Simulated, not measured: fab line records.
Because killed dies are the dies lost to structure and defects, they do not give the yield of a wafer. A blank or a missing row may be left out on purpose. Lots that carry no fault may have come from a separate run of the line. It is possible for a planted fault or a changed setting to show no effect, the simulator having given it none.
Which tool did it? / flow sky130 / 14 lots, 42 wafers sampled, at 6 steps of a route of 708

## WHAT EACH GAUGE READ, for each wafer
SKY_FIELD_ISO_THK_MEAS_04.
lot=L293; measured=day 2 14:55; on=filmMetro-02; FIELD_ISO_CVD_03_THK (nm)=179.2 177.2 176.9
lot=L295; measured=day 3 03:11; on=filmMetro-02; FIELD_ISO_CVD_03_THK (nm)=181.0 182.3 182.6
lot=L296; measured=day 3 06:26; on=filmMetro-02; FIELD_ISO_CVD_03_THK (nm)=181.4 180.3 181.5
lot=L300; measured=day 4 02:13; on=filmMetro-04; FIELD_ISO_CVD_03_THK (nm)=185.2 183.7 182.8
lot=L301; measured=day 4 08:26; on=filmMetro-02; FIELD_ISO_CVD_03_THK (nm)=182.2 182.0 182.5
lot=L302; measured=day 4 16:41; on=filmMetro-04; FIELD_ISO_CVD_03_THK (nm)=183.3 182.8 183.5
lot=L303; measured=day 4 18:29; on=filmMetro-01; FIELD_ISO_CVD_03_THK (nm)=181.9 181.2 181.4
lot=L304; measured=day 4 21:29; on=filmMetro-02; FIELD_ISO_CVD_03_THK (nm)=183.7 182.5 182.2
lot=L305; measured=day 5 02:31; on=filmMetro-01; FIELD_ISO_CVD_03_THK (nm)=181.8 181.7 180.9
lot=L306; measured=day 5 08:27; on=filmMetro-02; FIELD_ISO_CVD_03_THK (nm)=180.4 179.6 180.6
lot=L307; measured=day 5 12:29; on=filmMetro-02; FIELD_ISO_CVD_03_THK (nm)=181.0 181.8 180.6
lot=L308; measured=day 5 17:56; on=filmMetro-02; FIELD_ISO_CVD_03_THK (nm)=185.2 183.2 184.0
lot=L310; measured=day 6 04:02; on=filmMetro-02; FIELD_ISO_CVD_03_THK (nm)=184.6 185.1 184.1
lot=L311; measured=day 6 09:41; on=filmMetro-02; FIELD_ISO_CVD_03_THK (nm)=183.1 182.0 182.3

SKY_VT_ADJUST_NCORE_TW_MEAS_11.
lot=L293; measured=day 9 23:00; on=filmMetro-04; VT_ADJUST_NCORE_TW=224 223 223
lot=L295; measured=day 10 19:35; on=filmMetro-02; VT_ADJUST_NCORE_TW=212 213 213
lot=L296; measured=day 11 07:53; on=filmMetro-02; VT_ADJUST_NCORE_TW=214 213 215
lot=L300; measured=day 12 05:10; on=filmMetro-01; VT_ADJUST_NCORE_TW=218 219 218
lot=L301; measured=day 12 12:29; on=filmMetro-02; VT_ADJUST_NCORE_TW=214 214 214
lot=L302; measured=day 13 01:33; on=filmMetro-01; VT_ADJUST_NCORE_TW=219 218 218
lot=L303; measured=day 13 07:06; on=filmMetro-02; VT_ADJUST_NCORE_TW=213 212 212
lot=L304; measured=day 13 12:32; on=filmMetro-02; VT_ADJUST_NCORE_TW=213 213 212
lot=L305; measured=day 13 16:46; on=filmMetro-02; VT_ADJUST_NCORE_TW=213 212 211
lot=L306; measured=day 13 22:29; on=filmMetro-01; VT_ADJUST_NCORE_TW=218 217 218
lot=L307; measured=day 14 08:41; on=filmMetro-02; VT_ADJUST_NCORE_TW=212 212 214
lot=L308; measured=day 14 20:17; on=filmMetro-04; VT_ADJUST_NCORE_TW=221 222 223
lot=L310; measured=day 15 06:17; on=filmMetro-02; VT_ADJUST_NCORE_TW=214 214 214
lot=L311; measured=day 15 09:44; on=filmMetro-04; VT_ADJUST_NCORE_TW=223 223 222

SKY_VT_ADJUST_HVTR_TW_MEAS_11.
lot=L293; measured=day 10 21:50; on=filmMetro-03; VT_ADJUST_HVTR_TW=208 207 208
lot=L295; measured=day 11 19:26; on=filmMetro-02; VT_ADJUST_HVTR_TW=29 29 29
lot=L296; measured=day 12 08:05; on=filmMetro-03; VT_ADJUST_HVTR_TW=30 30 30
lot=L300; measured=day 13 06:10; on=filmMetro-03; VT_ADJUST_HVTR_TW=209 209 209
lot=L301; measured=day 13 12:51; on=filmMetro-03; VT_ADJUST_HVTR_TW=209 210 210
lot=L302; measured=day 14 02:56; on=filmMetro-03; VT_ADJUST_HVTR_TW=208 209 209
lot=L303; measured=day 14 09:13; on=filmMetro-02; VT_ADJUST_HVTR_TW=206 205 205
lot=L304; measured=day 14 14:38; on=filmMetro-03; VT_ADJUST_HVTR_TW=209 210 211
lot=L305; measured=day 14 19:49; on=filmMetro-02; VT_ADJUST_HVTR_TW=206 205 205
lot=L306; measured=day 15 00:57; on=filmMetro-03; VT_ADJUST_HVTR_TW=210 209 209
lot=L307; measured=day 15 11:43; on=filmMetro-04; VT_ADJUST_HVTR_TW=213 215 216
lot=L308; measured=day 15 23:53; on=filmMetro-04; VT_ADJUST_HVTR_TW=215 216 214
lot=L310; measured=day 16 10:32; on=filmMetro-03; VT_ADJUST_HVTR_TW=212 211 212
lot=L311; measured=day 16 13:53; on=filmMetro-04; VT_ADJUST_HVTR_TW=213 213 215

SKY_LDD_N_OVL_MEAS_07.
lot=L293; measured=day 19 04:56; on=overlay-01; LDD_N_OVL (nm)=1.8 0.0 2.1
lot=L295; measured=day 20 11:41; on=overlay-02; LDD_N_OVL (nm)=0.8 1.1 -0.4
lot=L296; measured=day 21 18:16; on=overlay-02; LDD_N_OVL (nm)=-0.1 -0.2 0.4
lot=L300; measured=day 22 14:05; on=overlay-02; LDD_N_OVL (nm)=1.1 -1.1 1.0
lot=L301; measured=day 22 20:55; on=overlay-01; LDD_N_OVL (nm)=0.0 0.2 -1.1
lot=L302; measured=day 23 13:23; on=overlay-01; LDD_N_OVL (nm)=-0.5 -1.9 -0.6
lot=L303; measured=day 24 01:50; on=overlay-01; LDD_N_OVL (nm)=0.0 -1.1 1.6
lot=L304; measured=day 23 23:16; on=overlay-01; LDD_N_OVL (nm)=-1.0 -2.5 -2.6
lot=L305; measured=day 24 12:11; on=overlay-01; LDD_N_OVL (nm)=-1.0 -0.1 0.7
lot=L306; measured=day 24 14:53; on=overlay-01; LDD_N_OVL (nm)=1.6 0.7 -0.5
lot=L307; measured=day 24 21:31; on=overlay-02; LDD_N_OVL (nm)=-0.6 -0.2 -0.3
lot=L308; measured=day 25 12:47; on=overlay-02; LDD_N_OVL (nm)=1.8 -2.0 0.2
lot=L310; measured=day 25 19:04; on=overlay-01; LDD_N_OVL (nm)=-0.5 2.9 1.0
lot=L311; measured=day 25 23:43; on=overlay-02; LDD_N_OVL (nm)=1.3 -0.1 0.0

## WHICH TOOL RAN EACH LOT (tool, then ch and the chambers of the sampled wafers, then the start)
lot=L293; SKY_VT_ADJUST_NCORE_STRIP_10=plasmaAsher-01 ch 0,1, day 9 22:53; SKY_VT_ADJUST_HVTR_STRIP_10=plasmaAsher-02 ch 0,1, day 10 21:44
lot=L295; SKY_VT_ADJUST_NCORE_STRIP_10=plasmaAsher-03 ch 0,1, day 10 19:29; SKY_VT_ADJUST_HVTR_STRIP_10=plasmaAsher-01 ch 0,1, day 11 19:20
lot=L296; SKY_VT_ADJUST_NCORE_STRIP_10=plasmaAsher-03 ch 0,1, day 11 07:47; SKY_VT_ADJUST_HVTR_STRIP_10=plasmaAsher-01 ch 0,1, day 12 07:59
lot=L300; SKY_VT_ADJUST_NCORE_STRIP_10=plasmaAsher-04 ch 0,1, day 12 05:04; SKY_VT_ADJUST_HVTR_STRIP_10=plasmaAsher-02 ch 0,1, day 13 06:04
lot=L301; SKY_VT_ADJUST_NCORE_STRIP_10=plasmaAsher-03 ch 0,1, day 12 12:23; SKY_VT_ADJUST_HVTR_STRIP_10=plasmaAsher-01 ch 0,1, day 13 12:45
lot=L302; SKY_VT_ADJUST_NCORE_STRIP_10=plasmaAsher-03 ch 0,1, day 13 01:26; SKY_VT_ADJUST_HVTR_STRIP_10=plasmaAsher-02 ch 0,1, day 14 02:50
lot=L303; SKY_VT_ADJUST_NCORE_STRIP_10=plasmaAsher-03 ch 0,1, day 13 07:01; SKY_VT_ADJUST_HVTR_STRIP_10=plasmaAsher-01 ch 0,1, day 14 09:07
lot=L304; SKY_VT_ADJUST_NCORE_STRIP_10=plasmaAsher-03 ch 0,1, day 13 12:26; SKY_VT_ADJUST_HVTR_STRIP_10=plasmaAsher-04 ch 0,1, day 14 14:32
lot=L305; SKY_VT_ADJUST_NCORE_STRIP_10=plasmaAsher-03 ch 0,1, day 13 16:40; SKY_VT_ADJUST_HVTR_STRIP_10=plasmaAsher-04 ch 0,1, day 14 19:43
lot=L306; SKY_VT_ADJUST_NCORE_STRIP_10=plasmaAsher-03 ch 0,1, day 13 22:23; SKY_VT_ADJUST_HVTR_STRIP_10=plasmaAsher-02 ch 0,1, day 15 00:50
lot=L307; SKY_VT_ADJUST_NCORE_STRIP_10=plasmaAsher-04 ch 0,1, day 14 08:35; SKY_VT_ADJUST_HVTR_STRIP_10=plasmaAsher-02 ch 0,1, day 15 11:37
lot=L308; SKY_VT_ADJUST_NCORE_STRIP_10=plasmaAsher-03 ch 0,1, day 14 20:11; SKY_VT_ADJUST_HVTR_STRIP_10=plasmaAsher-01 ch 1, day 15 23:47
lot=L310; SKY_VT_ADJUST_NCORE_STRIP_10=plasmaAsher-04 ch 0,1, day 15 06:11; SKY_VT_ADJUST_HVTR_STRIP_10=plasmaAsher-04 ch 0,1, day 16 10:25
lot=L311; SKY_VT_ADJUST_NCORE_STRIP_10=plasmaAsher-03 ch 1, day 15 09:38; SKY_VT_ADJUST_HVTR_STRIP_10=plasmaAsher-01 ch 0,1, day 16 13:46
- SKY_VT_ADJUST_NCORE_STRIP_10: strips in O2/N2.
- SKY_VT_ADJUST_HVTR_STRIP_10: strips in O2/N2.

## AS READ BY THE TOOLS THEMSELVES (means over the sampled wafers that have a number; for cases with no such wafer, the mark the record gives instead)
SKY_VT_ADJUST_NCORE_STRIP_10.
lot=L293; tool=plasmaAsher-01; chamberPressureMTorr (mTorr)=1500.1; drypumpMotorCurrentA (A)=5.4; oesProductAu (a.u.)=0.715; stripTimeToEndpointS (s)=14.20
lot=L295; tool=plasmaAsher-03; chamberPressureMTorr (mTorr)=-; drypumpMotorCurrentA (A)=-; oesProductAu (a.u.)=-; stripTimeToEndpointS (s)=-
lot=L296; tool=plasmaAsher-03; chamberPressureMTorr (mTorr)=-; drypumpMotorCurrentA (A)=-; oesProductAu (a.u.)=-; stripTimeToEndpointS (s)=-
lot=L300; tool=plasmaAsher-04; chamberPressureMTorr (mTorr)=1498.6; drypumpMotorCurrentA (A)=5.5; oesProductAu (a.u.)=0.711; stripTimeToEndpointS (s)=14.19
lot=L301; tool=plasmaAsher-03; chamberPressureMTorr (mTorr)=1499.1; drypumpMotorCurrentA (A)=5.6; oesProductAu (a.u.)=0.718; stripTimeToEndpointS (s)=14.22
lot=L302; tool=plasmaAsher-03; chamberPressureMTorr (mTorr)=1499.6; drypumpMotorCurrentA (A)=5.3; oesProductAu (a.u.)=0.718; stripTimeToEndpointS (s)=14.18
lot=L303; tool=plasmaAsher-03; chamberPressureMTorr (mTorr)=1500.6; drypumpMotorCurrentA (A)=5.3; oesProductAu (a.u.)=0.717; stripTimeToEndpointS (s)=14.11
lot=L304; tool=plasmaAsher-03; chamberPressureMTorr (mTorr)=1499.4; drypumpMotorCurrentA (A)=5.7; oesProductAu (a.u.)=0.715; stripTimeToEndpointS (s)=14.15
lot=L305; tool=plasmaAsher-03; chamberPressureMTorr (mTorr)=1500.1; drypumpMotorCurrentA (A)=5.6; oesProductAu (a.u.)=0.716; stripTimeToEndpointS (s)=14.16
lot=L306; tool=plasmaAsher-03; chamberPressureMTorr (mTorr)=1500.3; drypumpMotorCurrentA (A)=5.3; oesProductAu (a.u.)=0.718; stripTimeToEndpointS (s)=14.17
lot=L307; tool=plasmaAsher-04; chamberPressureMTorr (mTorr)=1499.8; drypumpMotorCurrentA (A)=5.3; oesProductAu (a.u.)=0.717; stripTimeToEndpointS (s)=14.21
lot=L308; tool=plasmaAsher-03; chamberPressureMTorr (mTorr)=1499.9; drypumpMotorCurrentA (A)=5.6; oesProductAu (a.u.)=0.714; stripTimeToEndpointS (s)=14.18
lot=L310; tool=plasmaAsher-04; chamberPressureMTorr (mTorr)=1500.0; drypumpMotorCurrentA (A)=5.5; oesProductAu (a.u.)=0.716; stripTimeToEndpointS (s)=14.23
lot=L311; tool=plasmaAsher-03; chamberPressureMTorr (mTorr)=1499.5; drypumpMotorCurrentA (A)=5.9; oesProductAu (a.u.)=0.716; stripTimeToEndpointS (s)=14.17

SKY_VT_ADJUST_HVTR_STRIP_10.
lot=L293; tool=plasmaAsher-02; chamberPressureMTorr (mTorr)=1499.7; drypumpMotorCurrentA (A)=5.8; oesProductAu (a.u.)=0.721; stripTimeToEndpointS (s)=14.15
lot=L295; tool=plasmaAsher-01; chamberPressureMTorr (mTorr)=1499.8; drypumpMotorCurrentA (A)=5.4; oesProductAu (a.u.)=0.723; stripTimeToEndpointS (s)=31.23
lot=L296; tool=plasmaAsher-01; chamberPressureMTorr (mTorr)=1499.3; drypumpMotorCurrentA (A)=5.2; oesProductAu (a.u.)=0.722; stripTimeToEndpointS (s)=31.23
lot=L300; tool=plasmaAsher-02; chamberPressureMTorr (mTorr)=1500.7; drypumpMotorCurrentA (A)=6.3; oesProductAu (a.u.)=0.718; stripTimeToEndpointS (s)=14.20
lot=L301; tool=plasmaAsher-01; chamberPressureMTorr (mTorr)=1499.5; drypumpMotorCurrentA (A)=5.2; oesProductAu (a.u.)=0.711; stripTimeToEndpointS (s)=14.24
lot=L302; tool=plasmaAsher-02; chamberPressureMTorr (mTorr)=1499.7; drypumpMotorCurrentA (A)=6.3; oesProductAu (a.u.)=0.722; stripTimeToEndpointS (s)=14.19
lot=L303; tool=plasmaAsher-01; chamberPressureMTorr (mTorr)=1499.5; drypumpMotorCurrentA (A)=5.1; oesProductAu (a.u.)=0.718; stripTimeToEndpointS (s)=14.20
lot=L304; tool=plasmaAsher-04; chamberPressureMTorr (mTorr)=1499.9; drypumpMotorCurrentA (A)=5.4; oesProductAu (a.u.)=0.714; stripTimeToEndpointS (s)=14.16
lot=L305; tool=plasmaAsher-04; chamberPressureMTorr (mTorr)=1500.1; drypumpMotorCurrentA (A)=5.3; oesProductAu (a.u.)=0.720; stripTimeToEndpointS (s)=14.18
lot=L306; tool=plasmaAsher-02; chamberPressureMTorr (mTorr)=1498.9; drypumpMotorCurrentA (A)=6.3; oesProductAu (a.u.)=0.721; stripTimeToEndpointS (s)=14.20
lot=L307; tool=plasmaAsher-02; chamberPressureMTorr (mTorr)=1499.5; drypumpMotorCurrentA (A)=5.8; oesProductAu (a.u.)=0.717; stripTimeToEndpointS (s)=14.16
lot=L308; tool=plasmaAsher-01; chamberPressureMTorr (mTorr)=1500.4; drypumpMotorCurrentA (A)=5.6; oesProductAu (a.u.)=0.714; stripTimeToEndpointS (s)=14.22
lot=L310; tool=plasmaAsher-04; chamberPressureMTorr (mTorr)=1500.1; drypumpMotorCurrentA (A)=5.5; oesProductAu (a.u.)=0.717; stripTimeToEndpointS (s)=14.13
lot=L311; tool=plasmaAsher-01; chamberPressureMTorr (mTorr)=1500.6; drypumpMotorCurrentA (A)=5.4; oesProductAu (a.u.)=0.713; stripTimeToEndpointS (s)=14.21

## THE ANSWER, worked out from the rows above alone
Rule: the lots themselves supply what counts as usual. The widest of any qualifying gaps counts: lots, ordered by their means at a reading, are off when they make up no more than a third of the lots, leave a main group of 4 or more, and stand apart from it by 3 or more times the standard deviation of that group's means. A main group is skipped when, at the precision printed for the reading in the tables above, its means are all equal. Also off: a lot with no number at a reading for which 4 or more lots have one. Where the step has rows for the other lots, those lots are counted as sound. Order of review: gauges by route order, followed by the tools' own readings, for which a lot's mean as printed above is used. The first step at which some lot is off is used, and at that step the reading that is off furthest; a lot without a number counts as furthest.
Off: at SKY_VT_ADJUST_HVTR_TW_MEAS_11 (VT_ADJUST_HVTR_TW), L295, L296. The main group has a mean of 210 with a standard deviation of 3.1.
If a tool, at a process step before that reading, ran all the lots that are off and no sound lot after the first of them, it fits. Not tried: the gauges at SKY_VT_ADJUST_HVTR_TW_MEAS_11; whatever is off there is also off at SKY_VT_ADJUST_NCORE_STRIP_10, on other tools, and gauge error can't account for it. Of those tried, none fits.

## WHAT THE SIMULATOR HAD INSERTED
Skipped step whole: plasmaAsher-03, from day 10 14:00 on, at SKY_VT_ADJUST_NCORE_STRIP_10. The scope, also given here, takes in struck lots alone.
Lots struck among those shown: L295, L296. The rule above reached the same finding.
